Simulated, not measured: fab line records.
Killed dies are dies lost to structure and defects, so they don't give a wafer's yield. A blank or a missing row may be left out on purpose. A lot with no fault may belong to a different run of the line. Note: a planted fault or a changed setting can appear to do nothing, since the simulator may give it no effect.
Comparing a struck lot with a sound one :: flow sky130 :: 15 steps out of a route of 708
Sound: wafers L749.1, L749.4, L749.5. The struck wafers were L754.2, L754.3, L754.4. Last of all comes the cause.
Order at every step that has rows: each side's tool, ch and its chambers, its first start. Under that, the readings that differ: sound wafers :: struck wafers :: difference of the means :: sigmas: that difference in standard deviations of wafers without a fault.
alike: words and numbers the same on both sides, and readings whose means are apart by under 2 such deviations; not compared: readings that were withheld, readings missing a value for some wafer, numbers with overlapping values and no deviation given by the record, and bounds like >300 which may hide the same value.
The two part at a step that has a row with sigmas, a row that says differs or no value, or rows on one side only. Numbers that don't overlap but have no deviation are shown without sigmas and don't part them. Lack of a reading on every wafer of one side parts them only where that side has two or more wafers.

SKY_CAP2M_METAL_ETCH_13: etches TiN in Cl2/BCl3, stops on SiO2, target depth 220 nm, time 62.9 s.
  sound on rie metal-01 ch 0,1, day 43 15:59; struck on rie metal-01 ch 0,1, day 45 00:27
  alike: drypump motor current A, he backside leak sccm, oes product au, throttle valve pct
  not compared: rf hours counter h
SKY_CAP2M_STRIP_14: strips in O2/N2.
  sound on plasma asher-02 ch 1, day 43 16:03; struck on plasma asher-02 ch 0,1, day 45 00:32
  alike: drypump motor current A, oes product au, strip time to endpoint s
  not compared: rf hours counter h
then, 10 steps without rows for these wafers: SKY_CAP2M_STRIP_15 (strips in post etch residue remover, time 1200 s); SKY_CAP2M_CLEAN_16 (cleans in IPA, time 180 s); SKY_CAP2M_CLEAN_17 (cleans in O3/DIW); SKY_METAL4_DEHYDRATE_05 (time 60 s); SKY_METAL4_HMDS_06 (prime time 60 s); SKY_METAL4_COAT_07 (resist thk 60 nm); SKY_METAL4_COAT_08 (resist thk 1140 nm); SKY_METAL4_SOFTBAKE_09 (time 90 s); SKY_METAL4_EXPOSE_10 (exposes mask MM4, target cd 300 nm); SKY_METAL4_PEB_11.
SKY_METAL4_DEVELOP_12: develop time 60 s.
  sound on litho track-01 ch 0, day 44 14:00; struck on litho track-02 ch 0, day 45 21:00
reading: developer temp C (C)
sound: 21.03 21.03 21.21
struck: 21.71 21.69 21.64
difference: +0.59
sigmas: +6
SKY_METAL4_CD_MEAS_13: target cd 300 nm.
  sound on cd sem-02 at day 44 14:50; struck on cd sem-02 at day 45 21:32
  alike: cd nm
SKY_PAD_OPEN_PROBE_99:
  rows exist in the record for the sound wafers here (prober-02, day 48 09:30), none for the struck ones

## WHERE THEY PART
At SKY_METAL4_DEVELOP_12 first; at SKY_PAD_OPEN_PROBE_99 last (within this record only).

WHY: what the simulator had put in
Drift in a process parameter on litho track-02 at SKY_METAL4_DEVELOP_12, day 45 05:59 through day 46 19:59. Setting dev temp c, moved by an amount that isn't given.
